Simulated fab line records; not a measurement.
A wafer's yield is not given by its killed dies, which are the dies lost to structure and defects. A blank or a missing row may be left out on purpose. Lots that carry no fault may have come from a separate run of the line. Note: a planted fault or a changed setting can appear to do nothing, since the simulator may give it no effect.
Which tool is to blame? || flow sky130 || 12 lots with 36 wafers sampled at 5 steps, on a route of 708 steps

== WHAT EACH GAUGE READ, for each wafer ==
SKY_VIA2_THK_MEAS_01. Usual: for VIA2_HDPCVD_THK the level is 1185 nm and the standard deviation is 10.
{"lot": "L782", "measured": "day 35 01:51", "on": "film-metro-04", "VIA2_HDPCVD_THK (nm)": "1178 1188 1183", "flag": ""}
{"lot": "L783", "measured": "day 35 09:56", "on": "film-metro-01", "VIA2_HDPCVD_THK (nm)": "1175 1187 1176", "flag": ""}
{"lot": "L784", "measured": "day 35 16:43", "on": "film-metro-04", "VIA2_HDPCVD_THK (nm)": "1191 1177 1182", "flag": ""}
{"lot": "L786", "measured": "day 36 16:21", "on": "film-metro-04", "VIA2_HDPCVD_THK (nm)": "1184 1195 1178", "flag": ""}
{"lot": "L787", "measured": "day 36 18:57", "on": "film-metro-03", "VIA2_HDPCVD_THK (nm)": "1182 1178 1172", "flag": ""}
{"lot": "L788", "measured": "day 37 05:07", "on": "film-metro-04", "VIA2_HDPCVD_THK (nm)": "1207 1211 1205", "flag": ""}
{"lot": "L794", "measured": "day 39 03:33", "on": "film-metro-01", "VIA2_HDPCVD_THK (nm)": "1185 1182 1184", "flag": ""}
{"lot": "L798", "measured": "day 40 04:41", "on": "film-metro-04", "VIA2_HDPCVD_THK (nm)": "1178 1173 1184", "flag": ""}
{"lot": "L799", "measured": "day 40 15:18", "on": "film-metro-01", "VIA2_HDPCVD_THK (nm)": "1182 1185 1187", "flag": ""}
{"lot": "L800", "measured": "day 40 23:02", "on": "film-metro-03", "VIA2_HDPCVD_THK (nm)": "1194 1190 1200", "flag": ""}
{"lot": "L805", "measured": "day 41 21:56", "on": "film-metro-04", "VIA2_HDPCVD_THK (nm)": "1192 1190 1193", "flag": ""}
{"lot": "L804", "measured": "day 42 00:59", "on": "film-metro-04", "VIA2_HDPCVD_THK (nm)": "1201 1198 1177", "flag": ""}

SKY_VIA4_THK_MEAS_01. Usual: for VIA4_HDPCVD_THK the level is 1750 nm and the standard deviation is 16.
{"lot": "L782", "measured": "day 41 15:28", "on": "film-metro-04", "VIA4_HDPCVD_THK (nm)": "1752 1736 1726", "flag": ""}
{"lot": "L783", "measured": "day 41 22:48", "on": "film-metro-01", "VIA4_HDPCVD_THK (nm)": "1743 1726 1733", "flag": ""}
{"lot": "L784", "measured": "day 42 05:56", "on": "film-metro-03", "VIA4_HDPCVD_THK (nm)": "1739 1743 1741", "flag": ""}
{"lot": "L786", "measured": "day 43 02:10", "on": "film-metro-04", "VIA4_HDPCVD_THK (nm)": "1733 1743 1752", "flag": ""}
{"lot": "L787", "measured": "day 43 04:23", "on": "film-metro-04", "VIA4_HDPCVD_THK (nm)": "1732 1724 1728", "flag": ""}
{"lot": "L788", "measured": "day 43 11:55", "on": "film-metro-04", "VIA4_HDPCVD_THK (nm)": "1748 1733 1766", "flag": ""}
{"lot": "L794", "measured": "day 45 05:39", "on": "film-metro-04", "VIA4_HDPCVD_THK (nm)": "1776 1768 1761", "flag": ""}
{"lot": "L798", "measured": "day 46 03:20", "on": "film-metro-01", "VIA4_HDPCVD_THK (nm)": "1761 2446 1769", "flag": "OFF"}
{"lot": "L799", "measured": "day 46 14:03", "on": "film-metro-04", "VIA4_HDPCVD_THK (nm)": "2456 1774 2422", "flag": "OFF"}
{"lot": "L800", "measured": "day 46 19:31", "on": "film-metro-04", "VIA4_HDPCVD_THK (nm)": "1739 1751 1757", "flag": ""}
{"lot": "L805", "measured": "day 47 14:05", "on": "film-metro-03", "VIA4_HDPCVD_THK (nm)": "1755 1784 1755", "flag": ""}
{"lot": "L804", "measured": "day 47 19:19", "on": "film-metro-01", "VIA4_HDPCVD_THK (nm)": "1735 1745 1756", "flag": ""}

== WHICH TOOL RAN EACH LOT (tool, then ch and the chambers of the sampled wafers, then the start) ==
{"lot": "L782", "SKY_METAL2_SPUTTER_04": "pvd-sputter-01, day 33 22:05", "SKY_VIA2_SPUTTER_20": "pvd-sputter-02, day 36 05:05", "SKY_VIA4_HDPCVD_00": "hdpcvd-02 ch 0,2, day 41 15:17"}
{"lot": "L783", "SKY_METAL2_SPUTTER_04": "pvd-sputter-01, day 34 06:08", "SKY_VIA2_SPUTTER_20": "pvd-sputter-03, day 36 12:54", "SKY_VIA4_HDPCVD_00": "hdpcvd-01 ch 1,2, day 41 22:37"}
{"lot": "L784", "SKY_METAL2_SPUTTER_04": "pvd-sputter-01, day 34 13:38", "SKY_VIA2_SPUTTER_20": "pvd-sputter-04, day 36 20:05", "SKY_VIA4_HDPCVD_00": "hdpcvd-01 ch 0,1,2, day 42 05:46"}
{"lot": "L786", "SKY_METAL2_SPUTTER_04": "pvd-sputter-02, day 35 13:00", "SKY_VIA2_SPUTTER_20": "pvd-sputter-03, day 37 18:58", "SKY_VIA4_HDPCVD_00": "hdpcvd-02 ch 0,1, day 43 02:00"}
{"lot": "L787", "SKY_METAL2_SPUTTER_04": "pvd-sputter-01, day 35 15:57", "SKY_VIA2_SPUTTER_20": "pvd-sputter-04, day 37 20:59", "SKY_VIA4_HDPCVD_00": "hdpcvd-02 ch 1,2, day 43 04:12"}
{"lot": "L788", "SKY_METAL2_SPUTTER_04": "pvd-sputter-02, day 36 02:04", "SKY_VIA2_SPUTTER_20": "pvd-sputter-02, day 38 07:29", "SKY_VIA4_HDPCVD_00": "hdpcvd-02 ch 0,2, day 43 11:43"}
{"lot": "L794", "SKY_METAL2_SPUTTER_04": "pvd-sputter-01, day 38 02:03", "SKY_VIA2_SPUTTER_20": "pvd-sputter-03, day 40 05:26", "SKY_VIA4_HDPCVD_00": "hdpcvd-02 ch 0,1, day 45 05:28"}
{"lot": "L798", "SKY_METAL2_SPUTTER_04": "pvd-sputter-03, day 39 03:14", "SKY_VIA2_SPUTTER_20": "pvd-sputter-03, day 41 05:41", "SKY_VIA4_HDPCVD_00": "hdpcvd-02 ch 0,1,2, day 46 03:10"}
{"lot": "L799", "SKY_METAL2_SPUTTER_04": "pvd-sputter-01, day 39 13:51", "SKY_VIA2_SPUTTER_20": "pvd-sputter-03, day 41 16:35", "SKY_VIA4_HDPCVD_00": "hdpcvd-02 ch 0,2, day 46 13:52"}
{"lot": "L800", "SKY_METAL2_SPUTTER_04": "pvd-sputter-02, day 39 21:35", "SKY_VIA2_SPUTTER_20": "pvd-sputter-02, day 42 00:01", "SKY_VIA4_HDPCVD_00": "hdpcvd-01 ch 0,1,2, day 46 19:24"}
{"lot": "L805", "SKY_METAL2_SPUTTER_04": "pvd-sputter-01, day 40 20:55", "SKY_VIA2_SPUTTER_20": "pvd-sputter-03, day 42 22:05", "SKY_VIA4_HDPCVD_00": "hdpcvd-01 ch 0,1,2, day 47 13:54"}
{"lot": "L804", "SKY_METAL2_SPUTTER_04": "pvd-sputter-03, day 40 23:45", "SKY_VIA2_SPUTTER_20": "pvd-sputter-03, day 43 01:26", "SKY_VIA4_HDPCVD_00": "hdpcvd-01 ch 0,2, day 47 19:08"}
- SKY_METAL2_SPUTTER_04: material TiN, target thk 70 nm, time 58.3 s.
- SKY_VIA2_SPUTTER_20: material TiN, target thk 20 nm, time 80 s.
- SKY_VIA4_HDPCVD_00: deposits SiO2, target thk 1750 nm, time 291.7 s.

== AS READ BY THE TOOLS THEMSELVES (means over the sampled wafers that have a number; for cases with no such wafer, the mark the record gives instead) ==
SKY_METAL2_SPUTTER_04. Usual: 29.2 % for throttle-valve-pct, sd 0.92.
{"lot": "L782", "tool": "pvd-sputter-01", "throttle-valve-pct (%)": 28.9, "flag": ""}
{"lot": "L783", "tool": "pvd-sputter-01", "throttle-valve-pct (%)": 28.9, "flag": ""}
{"lot": "L784", "tool": "pvd-sputter-01", "throttle-valve-pct (%)": 29.6, "flag": ""}
{"lot": "L786", "tool": "pvd-sputter-02", "throttle-valve-pct (%)": 28.6, "flag": ""}
{"lot": "L787", "tool": "pvd-sputter-01", "throttle-valve-pct (%)": 28.8, "flag": ""}
{"lot": "L788", "tool": "pvd-sputter-02", "throttle-valve-pct (%)": 29.0, "flag": ""}
{"lot": "L794", "tool": "pvd-sputter-01", "throttle-valve-pct (%)": 29.7, "flag": ""}
{"lot": "L798", "tool": "pvd-sputter-03", "throttle-valve-pct (%)": 30.2, "flag": ""}
{"lot": "L799", "tool": "pvd-sputter-01", "throttle-valve-pct (%)": 28.9, "flag": ""}
{"lot": "L800", "tool": "pvd-sputter-02", "throttle-valve-pct (%)": 28.5, "flag": ""}
{"lot": "L805", "tool": "pvd-sputter-01", "throttle-valve-pct (%)": 29.2, "flag": ""}
{"lot": "L804", "tool": "pvd-sputter-03", "throttle-valve-pct (%)": 30.2, "flag": ""}

SKY_VIA2_SPUTTER_20. Usual: 29.7 % for throttle-valve-pct, sd 0.84.
{"lot": "L782", "tool": "pvd-sputter-02", "throttle-valve-pct (%)": 28.4, "flag": ""}
{"lot": "L783", "tool": "pvd-sputter-03", "throttle-valve-pct (%)": 30.6, "flag": ""}
{"lot": "L784", "tool": "pvd-sputter-04", "throttle-valve-pct (%)": 30.4, "flag": ""}
{"lot": "L786", "tool": "pvd-sputter-03", "throttle-valve-pct (%)": 30.2, "flag": ""}
{"lot": "L787", "tool": "pvd-sputter-04", "throttle-valve-pct (%)": 30.0, "flag": ""}
{"lot": "L788", "tool": "pvd-sputter-02", "throttle-valve-pct (%)": 28.4, "flag": ""}
{"lot": "L794", "tool": "pvd-sputter-03", "throttle-valve-pct (%)": 30.1, "flag": ""}
{"lot": "L798", "tool": "pvd-sputter-03", "throttle-valve-pct (%)": 30.3, "flag": ""}
{"lot": "L799", "tool": "pvd-sputter-03", "throttle-valve-pct (%)": 29.4, "flag": ""}
{"lot": "L800", "tool": "pvd-sputter-02", "throttle-valve-pct (%)": 28.4, "flag": ""}
{"lot": "L805", "tool": "pvd-sputter-03", "throttle-valve-pct (%)": 29.6, "flag": ""}
{"lot": "L804", "tool": "pvd-sputter-03", "throttle-valve-pct (%)": 30.0, "flag": ""}

== THE ANSWER, worked out from the rows above alone ==
Rule: a lot counts as off when the mean over its wafers that have a number is more than 3 standard deviations away from the usual mean. A lot without any number at a reading at which 4 lots or more have one is off too. Where the step has rows for the other lots, those lots are counted as sound. First the gauges in route order, then the tools' own readings, where a lot's mean is used as printed above. At the first step where some lot is off, the reading lying furthest off is the one used; lots without a number count as furthest.
Off: L798, L799, at SKY_VIA4_THK_MEAS_01 (VIA4_HDPCVD_THK).
If a tool, at a process step before that reading, ran all the lots that are off and no sound lot after the first of them, it fits. The gauges at SKY_VIA4_THK_MEAS_01 are tried like those tools. One candidate fits, namely hdpcvd-02 at SKY_VIA4_HDPCVD_00. Its last sound lot is L794 (day 45 05:28), its first lot that is off L798 (day 46 03:10): a fault that began between those two fits.

== WHAT HAD BEEN PUT IN BY THE SIMULATOR ==
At SKY_VIA4_HDPCVD_00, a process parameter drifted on hdpcvd-02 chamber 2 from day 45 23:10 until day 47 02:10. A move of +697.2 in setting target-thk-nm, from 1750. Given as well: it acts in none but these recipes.
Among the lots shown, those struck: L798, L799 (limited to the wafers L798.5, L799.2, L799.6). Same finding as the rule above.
